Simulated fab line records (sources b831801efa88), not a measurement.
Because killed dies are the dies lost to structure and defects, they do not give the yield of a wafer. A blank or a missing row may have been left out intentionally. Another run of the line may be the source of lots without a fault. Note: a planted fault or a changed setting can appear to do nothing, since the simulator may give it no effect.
The tool behind it: which one? | flow sky130 | 14 lots, 42 wafers sampled, at 3 steps of a route of 708

== WHAT THE GAUGES READ, wafer by wafer ==
SKY_VT_ADJUST_LVTN_TW_MEAS_10. Usual: VT_ADJUST_LVTN_TW typically reads 240.9, with standard deviation 1.1.
lot  | measured     | on            | VT_ADJUST_LVTN_TW | flag
L592 | day 6 17:59  | film metro-04 | 241.4 241.8 242.3 |
L593 | day 6 23:23  | film metro-03 | 239.7 239.7 238.1 |
L594 | day 7 12:00  | film metro-01 | 239.6 239.7 239.4 |
L595 | day 7 17:47  | film metro-01 | 240.7 239.5 238.6 |
L596 | day 7 22:57  | film metro-04 | 242.6 241.8 240.5 |
L597 | day 8 04:39  | film metro-03 | 240.9 241.1 241.5 |
L598 | day 8 14:49  | film metro-01 | 240.3 241.8 241.3 |
L599 | day 8 22:45  | film metro-04 | 241.5 241.1 242.1 |
L600 | day 9 03:13  | film metro-01 | 242.2 240.5 240.3 |
L601 | day 9 11:27  | film metro-03 | 240.7 239.1 239.8 |
L604 | day 10 04:45 | film metro-03 | 241.2 240.7 240.6 |
L605 | day 10 11:38 | film metro-03 | 239.4 240.2 240.7 |
L610 | day 11 17:42 | film metro-04 | 243.1 242.2 241.0 |
L612 | day 12 09:08 | film metro-03 | 242.8 242.5 241.7 |

SKY_VT_ADJUST_HVTR_CD_MEAS_07 targets a cd of 380 nm. Usual: cd nm at 380.4 nm, with a standard deviation of 2.7.
lot  | measured     | on        | cd nm (nm)        | flag
L592 | day 9 08:10  | cd sem-01 | 379.5 379.6 380.2 |
L593 | day 9 14:12  | cd sem-01 | 381.3 381.8 380.7 |
L594 | day 10 03:40 | cd sem-01 | 380.7 381.0 380.2 |
L595 | day 10 09:27 | cd sem-02 | 380.2 380.4 379.1 |
L596 | day 10 16:26 | cd sem-01 | 381.7 381.4 383.5 |
L597 | day 10 22:00 | cd sem-01 | 382.1 383.2 382.5 |
L598 | day 11 10:20 | cd sem-02 | 383.4 381.8 381.3 |
L599 | day 11 19:07 | cd sem-02 | 380.2 377.7 378.1 |
L600 | day 11 23:05 | cd sem-02 | 378.7 379.3 381.4 |
L601 | day 12 08:52 | cd sem-02 | 383.1 382.4 382.2 |
L604 | day 13 04:54 | cd sem-01 | 373.1 374.8 373.5 |
L605 | day 13 12:42 | cd sem-01 | 376.7 379.5 377.5 |
L610 | day 14 21:06 | cd sem-01 | 379.1 379.8 379.6 |
L612 | day 15 14:45 | cd sem-02 | 376.7 378.0 378.6 |

SKY_VT_ADJUST_HVTR_TW_MEAS_11. Usual: VT_ADJUST_HVTR_TW typically reads 212.1, with standard deviation 2.7.
lot  | measured     | on            | VT_ADJUST_HVTR_TW | flag
L592 | day 9 08:35  | film metro-03 | 210.1 210.3 209.1 |
L593 | day 9 14:37  | film metro-01 | 210.6 210.1 211.3 |
L594 | day 10 04:04 | film metro-01 | 211.8 209.4 211.0 |
L595 | day 10 09:52 | film metro-03 | 210.2 209.6 208.1 |
L596 | day 10 16:50 | film metro-02 | 217.0 217.2 216.7 |
L597 | day 10 22:25 | film metro-02 | 218.1 217.3 218.4 |
L598 | day 11 10:44 | film metro-03 | 210.4 210.3 210.3 |
L599 | day 11 19:31 | film metro-02 | 216.5 216.0 215.7 |
L600 | day 11 23:28 | film metro-01 | 210.2 210.0 210.7 |
L601 | day 12 09:16 | film metro-02 | 213.9 213.9 215.5 |
L604 | day 13 05:18 | film metro-02 | 215.3 214.6 216.0 |
L605 | day 13 13:06 | film metro-03 | 209.7 209.6 209.1 |
L610 | day 14 21:30 | film metro-02 | 216.0 216.3 215.2 |
L612 | day 15 15:10 | film metro-03 | 209.4 210.3 209.2 |

== TOOL THAT RAN EACH LOT (tool first, then ch and the chambers of the sampled wafers, then the start) ==
The record shows no process step preceding these readings.

== AS READ BY THE TOOLS THEMSELVES (means over the sampled wafers that have a number; for cases with no such wafer, the mark the record gives instead) ==
The record holds no such reading with a usual standard deviation.

== THE ANSWER, worked out from the rows above alone ==
Rule: lot off if the mean of its wafers having a number is beyond 3 standard deviations from the usual mean. A lot without any number at a reading at which 4 lots or more have one is off too. All remaining lots with rows at the step are treated as sound. First the gauges in route order, then the tools' own readings, where a lot's mean is used as printed above. The first step at which some lot is off is used, and at that step the reading that is off furthest; a lot without a number counts as furthest.
Across all readings shown, no lot is off: no conclusion can be drawn from this.

== WHAT WAS PUT IN BY THE SIMULATOR ==
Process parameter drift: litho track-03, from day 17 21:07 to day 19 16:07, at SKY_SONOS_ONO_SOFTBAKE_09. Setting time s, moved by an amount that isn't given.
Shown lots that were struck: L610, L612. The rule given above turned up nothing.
